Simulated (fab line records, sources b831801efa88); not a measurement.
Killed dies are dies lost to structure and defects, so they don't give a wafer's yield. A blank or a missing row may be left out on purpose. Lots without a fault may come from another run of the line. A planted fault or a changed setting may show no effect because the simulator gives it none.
One fault seen from 2 desks | flow gf180mcu | each desk has only its own numbers; what lay behind them comes last

THE METROLOGY DESK
What the gauges read, lot by lot, whatever tool the lot ran on: means of the sampled wafers that have a number. A lot is out of limits, marked OUT, if its mean lies more than 4 standard deviations from the usual mean; the brackets give that distance.
Columns: A = INCOMING_BOW at GF_STI_BOW_MEAS_00, usual -1 um; B = STI_CVD_03_THK at GF_STI_THK_MEAS_04, usual 206.8 nm; C = NWELL_TW at GF_NWELL_TW_MEAS_11, usual 1582; D = NWELL_RS at GF_VT_IMPLANT_RS_MEAS_47, usual 488.0 ohm/sq
lot  | first seen here | A  | B     | C              | D
L357 | day 1 20:00     | -3 | 205.5 | 1579           | 487.6
L358 | day 2 01:00     | 1  | 207.1 | 1576           | 489.3
L360 | day 2 11:00     | 0  | 205.0 | 1580           | 487.5
L363 | day 3 02:00     | -8 | 206.9 | 1584           | 488.5
L364 | day 3 07:01     | -6 | 204.8 | 1585           | 488.8
L365 | day 3 12:02     | -4 | 204.4 | 1584           | 488.5
L366 | day 3 17:04     | 9  | 204.4 | 1595           | 487.6
L367 | day 3 22:01     | -6 | 209.1 | 1593           | 488.6
L368 | day 4 03:01     | -1 | 207.7 | 1581           | 487.7
L375 | day 5 14:02     | 1  | 205.3 | 1462 (-16) OUT | 568.0 (+67) OUT
L377 | day 6 00:00     | -4 | 206.9 | 1456 (-17) OUT | 570.2 (+68) OUT
L378 | day 6 05:01     | 5  | 208.1 | 1586           | 487.2
This desk's finding: out of limits on L375, L377; first on L375, day 7 21:32 (NWELL_TW at GF_NWELL_TW_MEAS_11). In limits: L357, L358, L360, L363, L364, L365, L366, L367, L368, L378.

THE TOOL OWNER'S DESK: implanter-04
The tool's own readings at GF_NWELL_IMPLANT_08: means of the sampled wafers that have a number, for each lot that ran on this tool. A lot is out of limits, marked OUT, if its mean lies more than 4 standard deviations from the usual mean; the brackets give that distance.
Columns: A = dose_ions_cm2 at GF_NWELL_IMPLANT_08, usual 1.5003e+13; B = faraday_current_uA at GF_NWELL_IMPLANT_08, usual 84.6
lot  | first seen here | A                            | B
L363 | day 5 03:31     | 1.5004e+13                   | 85.4
L364 | day 5 09:51     | 1.5008e+13                   | 84.5
L375 | day 7 21:10     | 1.1202e+13 (-99 or more) OUT | 63.3 (-13) OUT
L377 | day 8 11:14     | 1.1205e+13 (-99 or more) OUT | 63.5 (-13) OUT
This desk's finding: out of limits on L375, L377; first on L375, day 7 21:10 (dose_ions_cm2 at GF_NWELL_IMPLANT_08). In limits: L363, L364.

PUT TOGETHER
The tool owner's desk could have raised an alarm at day 7 21:10, on L375, L377.
The metrology desk could have raised an alarm at day 7 21:32, on L375, L377.
Of the lots named, all ran GF_NWELL_IMPLANT_08 on implanter-04.

WHAT THE SIMULATOR HAD PUT IN
Process parameter drift: implanter-04, from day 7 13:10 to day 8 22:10, at GF_NWELL_IMPLANT_08. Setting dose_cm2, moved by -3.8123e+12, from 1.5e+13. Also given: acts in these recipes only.
Lots struck among those shown: L375, L377.
Hours from the fault's start to each desk's first reading out of limits: the tool owner's desk, 8; the metrology desk, 8.
